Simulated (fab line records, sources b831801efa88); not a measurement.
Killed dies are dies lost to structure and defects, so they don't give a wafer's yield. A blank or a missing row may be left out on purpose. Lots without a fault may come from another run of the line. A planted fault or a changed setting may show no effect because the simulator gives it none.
A struck lot beside a sound one | flow sfq_line | 21 steps out of a route of 325
Sound: wafers L740.1, L740.4, L740.5. Struck: wafer L738.4. (L738.3 of the same lot was not struck and is left out.) The cause comes at the end.
At each step with rows: each side's tool, then ch and its chambers, then its first start. Under that, the readings that differ: sound wafers | struck wafers | difference of the means | sigmas: that difference in standard deviations of wafers without a fault.
alike: readings whose means differ by less than 2 such deviations, and words and numbers that are the same on both sides. not compared: withheld readings, readings that some wafer has no value for, bounds like >300 that may hide the same value, and numbers for which the record gives no deviation and whose values overlap.
The two part at a step that has a row with sigmas, a row that says differs or no value, or rows on one side only. Numbers that don't overlap but have no deviation are shown without sigmas and don't part them. A reading that every wafer of one side lacks parts them only if that side has two wafers or more.

first, 4 steps without rows for these wafers: SFQ_TRILAYER_JJ_CE_LITHO_SOFTBAKE_118; SFQ_TRILAYER_JJ_CE_LITHO_EXPOSE_115 (exposes mask J5, target cd 700 nm); SFQ_TRILAYER_JJ_CE_LITHO_PEB_117 (peb time 60 s); SFQ_TRILAYER_JJ_CE_LITHO_DEVELOP_116 (time 60 s).
SFQ_JJ_OVL_MEAS_931:
  sound on overlay-02, day 59 14:55; struck on overlay-01, day 56 14:27
  alike: J5_OVL
SFQ_TRILAYER_JJ_CE_METRO_MEASURE_117:
  sound on cd_sem-02, day 59 14:58; struck on cd_sem-01, day 56 14:52
  alike: cd_nm
SFQ_TRILAYER_JJ_CE_BARC_OPEN_RIE_150: chemistry O2, target BARC, target depth 240 nm, time 80 s.
  sound on rie_metal-02 ch 0,1, day 59 16:10; struck on rie_metal-04 ch 1, day 56 15:43
  alike: drypump_motor_current_A, oes_product_au
  not compared: rf_hours_counter_h
SFQ_TRILAYER_JJ_CE_ETCH_RIE_118: chemistry SF6, target Nb, stops on Al2O3, time 97.7 s, target depth 170 nm.
  sound on rie_metal-02 ch 0,1, day 59 16:15; struck on rie_metal-04 ch 1, day 56 15:48
  alike: drypump_motor_current_A, oes_product_au
  not compared: rf_hours_counter_h
then, 1 step without rows for these wafers: SFQ_TRILAYER_JJ_ANODIZE_ANODIZE_119.
SFQ_TRILAYER_JJ_CE_STRIP_STRIP_120: strips in O2.
  sound on rie_metal-01 ch 0,1, day 59 16:54; struck on rie_metal-02 ch 0, day 56 16:34
  reading               | sound             | struck | difference | sigmas
  oes_product_au (a.u.) | 1.004 0.991 0.990 | 1.015  | +0.020     | +2
  alike: drypump_motor_current_A
  not compared: rf_hours_counter_h
then, 2 steps without rows for these wafers: SFQ_TRILAYER_JJ_CE_STRIP_SOLV_CLEAN_121 (cleans in NMP, time 600 s); SFQ_TRILAYER_M5_LITHO_COAT_128 (resist thk 62 nm).
SFQ_TRILAYER_M5_LITHO_COAT_123: resist thk 600 nm.
  sound on litho_track-02 ch 0, day 59 17:59; struck on litho_track-02 ch 0, day 56 17:33
  reading                                             | sound           | struck | difference | sigmas
  model.KrF_of_TRILAYER_M5_LITHO_COAT_123.thk_nm (nm) | 599 598.3 598.9 | 650.7  | +52.0      |
  alike: exhaust_pa
then, 4 steps without rows for these wafers: SFQ_TRILAYER_M5_LITHO_SOFTBAKE_127; SFQ_TRILAYER_M5_LITHO_EXPOSE_124 (exposes mask M5, target cd 700 nm); SFQ_TRILAYER_M5_LITHO_PEB_126 (peb time 60 s); SFQ_TRILAYER_M5_LITHO_DEVELOP_125 (time 60 s).
-- the record jumps here: 5 days lie between the struck wafers' starts before and after --
SFQ_M5_OVL_MEAS_932:
  sound on overlay-02, day 65 01:19; struck on overlay-02, day 62 03:56
  alike: M5_OVL
SFQ_TRILAYER_M5_BARC_OPEN_METAL_ETCH_161: etches BARC in O2, target depth 125 nm, time 41.7 s.
  sound on rie_metal-02 ch 0,1, day 65 01:21; struck on rie_metal-02 ch 1, day 62 03:59
  alike: drypump_motor_current_A, oes_product_au
  not compared: rf_hours_counter_h
SFQ_TRILAYER_M5_ETCH_METAL_ETCH_126: etches Nb in Cl2/BCl3, stops on SiO2, time 203.2 s, target depth 265 nm.
  sound on rie_metal-02 ch 0,1, day 65 01:25; struck on rie_metal-02 ch 1, day 62 04:05
  reading                                             | sound             | struck | difference | sigmas
  model.KrF_of_TRILAYER_M5_LITHO_COAT_123.thk_nm (nm) | 370.3 369.1 366.2 | 418.1  | +49.6      |
  alike: drypump_motor_current_A, oes_product_au
  not compared: rf_hours_counter_h
then, 1 step without rows for these wafers: SFQ_TRILAYER_M5_STRIP_STRIP_127 (strips in O2).

WHERE THEY PART
Only at SFQ_TRILAYER_JJ_CE_STRIP_STRIP_120, within this record. Later steps at which nothing parts them and some readings are alike: SFQ_TRILAYER_M5_LITHO_COAT_123, SFQ_M5_OVL_MEAS_932, SFQ_TRILAYER_M5_BARC_OPEN_METAL_ETCH_161, SFQ_TRILAYER_M5_ETCH_METAL_ETCH_126.

WHY: what the simulator had put in
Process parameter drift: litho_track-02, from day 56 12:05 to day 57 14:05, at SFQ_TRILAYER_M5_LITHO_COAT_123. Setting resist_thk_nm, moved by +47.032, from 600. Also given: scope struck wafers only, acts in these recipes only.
